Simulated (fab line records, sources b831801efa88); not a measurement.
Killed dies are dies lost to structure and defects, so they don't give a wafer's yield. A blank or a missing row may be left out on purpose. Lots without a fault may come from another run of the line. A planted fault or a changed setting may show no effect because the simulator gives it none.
Which tool did it? | flow gf180mcu | 12 lots, 36 wafers sampled, at 5 steps of a route of 602

WHAT THE GAUGES READ, wafer by wafer
The record holds no reading of a measuring or inspecting step that can be judged against a usual standard deviation.

WHICH TOOL RAN EACH LOT (tool, then ch and the chambers of the sampled wafers, then the start)
lot  | GF_DNWELL_STRIP_08                  | GF_MVPSD_STRIP_10                    | GF_POLY_GATE_COAT_05              | GF_POLY_GATE_STRIP_14                | GF_SALICIDE_RTA_08
L566 | plasma_asher-01 ch 0,1, day 2 19:46 | plasma_asher-03 ch 0,1, day 5 00:59  | litho_track-02 ch 0, day 8 20:00  | plasma_asher-04 ch 0,1, day 9 06:01  | rtp_anneal-01 ch 0, day 15 04:48
L567 | plasma_asher-01 ch 1, day 2 23:59   | plasma_asher-03 ch 0,1, day 5 07:08  | litho_track-01 ch 0, day 9 07:00  | plasma_asher-04 ch 1, day 9 15:52    | rtp_anneal-02 ch 0, day 15 16:17
L570 | plasma_asher-01 ch 0, day 3 15:24   | plasma_asher-02 ch 0,1, day 6 00:18  | litho_track-01 ch 0, day 9 22:00  | plasma_asher-03 ch 0,1, day 10 07:38 | rtp_anneal-01 ch 0, day 16 11:44
L571 | plasma_asher-01 ch 1, day 3 20:31   | plasma_asher-01 ch 0,1, day 6 04:59  | litho_track-02 ch 0, day 10 06:00 | plasma_asher-03 ch 0,1, day 10 16:08 | rtp_anneal-02 ch 0, day 16 23:02
L573 | plasma_asher-01 ch 0,1, day 4 07:51 | plasma_asher-02 ch 0,1, day 6 19:12  | litho_track-01 ch 0, day 10 21:00 | plasma_asher-04 ch 0,1, day 11 07:14 | rtp_anneal-02 ch 0, day 17 16:30
L575 | plasma_asher-03 ch 0,1, day 4 19:11 | plasma_asher-02 ch 0,1, day 7 08:00  | litho_track-02 ch 0, day 11 11:00 | plasma_asher-04 ch 0,1, day 11 20:53 | rtp_anneal-02 ch 0, day 18 11:45
L578 | plasma_asher-03 ch 1, day 5 11:00   | plasma_asher-01 ch 0, day 8 02:24    | litho_track-01 ch 0, day 12 11:00 | plasma_asher-04 ch 0,1, day 12 22:07 | rtp_anneal-01 ch 0, day 19 19:00
L580 | plasma_asher-01 ch 0,1, day 5 20:45 | plasma_asher-01 ch 0,1, day 8 11:30  | litho_track-01 ch 0, day 12 22:00 | plasma_asher-03 ch 0,1, day 13 08:55 | rtp_anneal-01 ch 0, day 20 07:18
L582 | plasma_asher-01 ch 0,1, day 6 09:09 | plasma_asher-02 ch 0,1, day 9 00:27  | litho_track-01 ch 0, day 13 12:00 | plasma_asher-04 ch 0,1, day 13 22:47 | rtp_anneal-01 ch 0, day 21 01:12
L583 | plasma_asher-01 ch 0,1, day 6 11:41 | plasma_asher-01 ch 0,1, day 9 06:18  | litho_track-02 ch 0, day 13 18:00 | plasma_asher-01 ch 0,1, day 14 05:41 | rtp_anneal-02 ch 0, day 21 07:12
L585 | plasma_asher-01 ch 0,1, day 6 23:26 | plasma_asher-01 ch 0,1, day 9 17:14  | litho_track-03 ch 0, day 14 09:00 | plasma_asher-03 ch 0,1, day 14 20:10 | rtp_anneal-01 ch 0, day 21 23:54
L588 | plasma_asher-01 ch 0,1, day 7 15:32 | plasma_asher-02 ch 0,1, day 10 12:08 | litho_track-02 ch 0, day 15 08:00 | plasma_asher-01 ch 0,1, day 15 19:16 | rtp_anneal-01 ch 0, day 23 01:52
- GF_DNWELL_STRIP_08: strips in O2/N2.
- GF_MVPSD_STRIP_10: strips in O2/N2.
- GF_POLY_GATE_COAT_05: resist thk 700 nm.
- GF_POLY_GATE_STRIP_14: strips in O2/N2.
- GF_SALICIDE_RTA_08: time 30 s.

WHAT THE TOOLS THEMSELVES READ (means of the sampled wafers that have a number; where no wafer has one, the mark that the record gives instead)
GF_DNWELL_STRIP_08. Usual: drypump_motor_current_A 5.8 A, standard deviation 0.52; heater_power_w 333 W, standard deviation 36; n2_flow_sccm 300.1 sccm, standard deviation 0.93; oes_product_au 0.722 a.u., standard deviation 0.005; strip_time_to_endpoint_s 36.92 s, standard deviation 0.088.
lot  | tool            | drypump_motor_current_A (A) | heater_power_w (W) | n2_flow_sccm (sccm) | oes_product_au (a.u.) | strip_time_to_endpoint_s (s) | flag
L566 | plasma_asher-01 | 5.5                         | 311                | 299.4               | 0.721                 | 36.81                        |
L567 | plasma_asher-01 | 6.4                         | 379                | 301.3               | 0.723                 | 36.90                        |
L570 | plasma_asher-01 | 5.1                         | 288                | 300.3               | 0.719                 | 36.94                        |
L571 | plasma_asher-01 | 6.4                         | 378                | 299.4               | 0.721                 | 36.93                        |
L573 | plasma_asher-01 | 6.0                         | 347                | 300.9               | 0.721                 | 36.95                        |
L575 | plasma_asher-03 | 5.5                         | 339                | 299.2               | 0.721                 | 36.76                        |
L578 | plasma_asher-03 | 5.7                         | 337                | 300.6               | 0.718                 | 36.97                        |
L580 | plasma_asher-01 | 6.0                         | 354                | 299.7               | 0.721                 | 36.97                        |
L582 | plasma_asher-01 | 6.0                         | 350                | 299.7               | 0.723                 | 36.95                        |
L583 | plasma_asher-01 | 5.5                         | 307                | 299.8               | 0.721                 | 36.94                        |
L585 | plasma_asher-01 | 5.5                         | 318                | 299.8               | 0.719                 | 36.85                        |
L588 | plasma_asher-01 | 6.0                         | 348                | 299.9               | 0.720                 | 36.89                        |

GF_MVPSD_STRIP_10. Usual: drypump_motor_current_A 5.8 A, standard deviation 0.46; heater_power_w 335 W, standard deviation 30; n2_flow_sccm 300.1 sccm, standard deviation 0.93; oes_product_au 0.722 a.u., standard deviation 0.0051; strip_time_to_endpoint_s 36.95 s, standard deviation 0.12.
lot  | tool            | drypump_motor_current_A (A) | heater_power_w (W) | n2_flow_sccm (sccm) | oes_product_au (a.u.) | strip_time_to_endpoint_s (s) | flag
L566 | plasma_asher-03 | 5.6                         | 337                | 300.3               | 0.721                 | 36.72                        |
L567 | plasma_asher-03 | 5.6                         | 344                | 300.1               | 0.720                 | 37.03                        |
L570 | plasma_asher-02 | 6.0                         | 334                | 299.9               | 0.724                 | 37.00                        |
L571 | plasma_asher-01 | 6.0                         | 349                | 300.1               | 0.724                 | 37.01                        |
L573 | plasma_asher-02 | 6.0                         | 334                | 299.4               | 0.726                 | 36.90                        |
L575 | plasma_asher-02 | 5.9                         | 330                | 300.5               | 0.721                 | 36.79                        |
L578 | plasma_asher-01 | 5.1                         | 284                | 300.7               | 0.725                 | 37.06                        |
L580 | plasma_asher-01 | 5.5                         | 323                | 300.3               | 0.725                 | 36.88                        |
L582 | plasma_asher-02 | 6.0                         | 329                | 300.0               | 0.721                 | 36.97                        |
L583 | plasma_asher-01 | 5.5                         | 317                | 297.9               | 0.726                 | 36.95                        |
L585 | plasma_asher-01 | 6.0                         | 347                | 300.7               | 0.726                 | 36.99                        |
L588 | plasma_asher-02 | 6.0                         | 333                | 299.5               | 0.721                 | 37.01                        |

GF_POLY_GATE_STRIP_14. Usual: drypump_motor_current_A 5.5 A, standard deviation 0.34; heater_power_w 341 W, standard deviation 26; n2_flow_sccm 299.9 sccm, standard deviation 0.84; oes_product_au 0.505 a.u., standard deviation 0.0048.
lot  | tool            | drypump_motor_current_A (A) | heater_power_w (W) | n2_flow_sccm (sccm) | oes_product_au (a.u.) | flag
L566 | plasma_asher-04 | 5.5                         | 338                | 300.2               | 0.508                 |
L567 | plasma_asher-04 | 5.5                         | 325                | 299.4               | 0.513                 |
L570 | plasma_asher-03 | 5.5                         | 351                | 300.9               | 0.505                 |
L571 | plasma_asher-03 | 5.5                         | 351                | 301.3               | 0.506                 |
L573 | plasma_asher-04 | 5.4                         | 337                | 300.2               | 0.502                 |
L575 | plasma_asher-04 | 5.4                         | 350                | 299.6               | 0.510                 |
L578 | plasma_asher-04 | 5.4                         | 350                | 299.1               | 0.505                 |
L580 | plasma_asher-03 | 5.6                         | 339                | 299.2               | 0.515                 |
L582 | plasma_asher-04 | 5.5                         | 335                | 300.0               | 0.519                 |
L583 | plasma_asher-01 | 6.0                         | 352                | 300.7               | 0.501                 |
L585 | plasma_asher-03 | 5.5                         | 345                | 299.5               | 0.504                 |
L588 | plasma_asher-01 | 6.0                         | 346                | 299.8               | 0.507                 |

GF_SALICIDE_RTA_08. Usual: lamp_power_pct 18.52 %, standard deviation 0.13; wafer_temp_C_max 803.2, standard deviation 0.69.
lot  | tool          | lamp_power_pct (%) | wafer_temp_C_max | flag
L566 | rtp_anneal-01 | 18.62              | 803.3            |
L567 | rtp_anneal-02 | 18.36              | 803.6            |
L570 | rtp_anneal-01 | 18.64              | 803.4            |
L571 | rtp_anneal-02 | 18.36              | 802.8            |
L573 | rtp_anneal-02 | 18.38              | 802.8            |
L575 | rtp_anneal-02 | 18.37              | 803.1            |
L578 | rtp_anneal-01 | 18.63              | 803.8            |
L580 | rtp_anneal-01 | 18.64              | 802.9            |
L582 | rtp_anneal-01 | 18.63              | 804.6            |
L583 | rtp_anneal-02 | 18.37              | 803.3            |
L585 | rtp_anneal-01 | 18.64              | 803.4            |
L588 | rtp_anneal-01 | 18.64              | 803.3            |

THE ANSWER, worked out from the rows above alone
Rule: a lot is off if the mean of its wafers that have a number lies more than 3 standard deviations from the usual mean. A lot without any number at a reading at which 4 lots or more have one is off too. The other lots that the step has rows for count as sound. The gauges are gone through in route order, then the tools' own readings, and for those a lot's mean is taken as printed above. The first step at which some lot is off is used, and at that step the reading that is off furthest; a lot without a number counts as furthest.
No lot is off at any reading shown: from this, nothing can be told.

WHAT THE SIMULATOR HAD PUT IN
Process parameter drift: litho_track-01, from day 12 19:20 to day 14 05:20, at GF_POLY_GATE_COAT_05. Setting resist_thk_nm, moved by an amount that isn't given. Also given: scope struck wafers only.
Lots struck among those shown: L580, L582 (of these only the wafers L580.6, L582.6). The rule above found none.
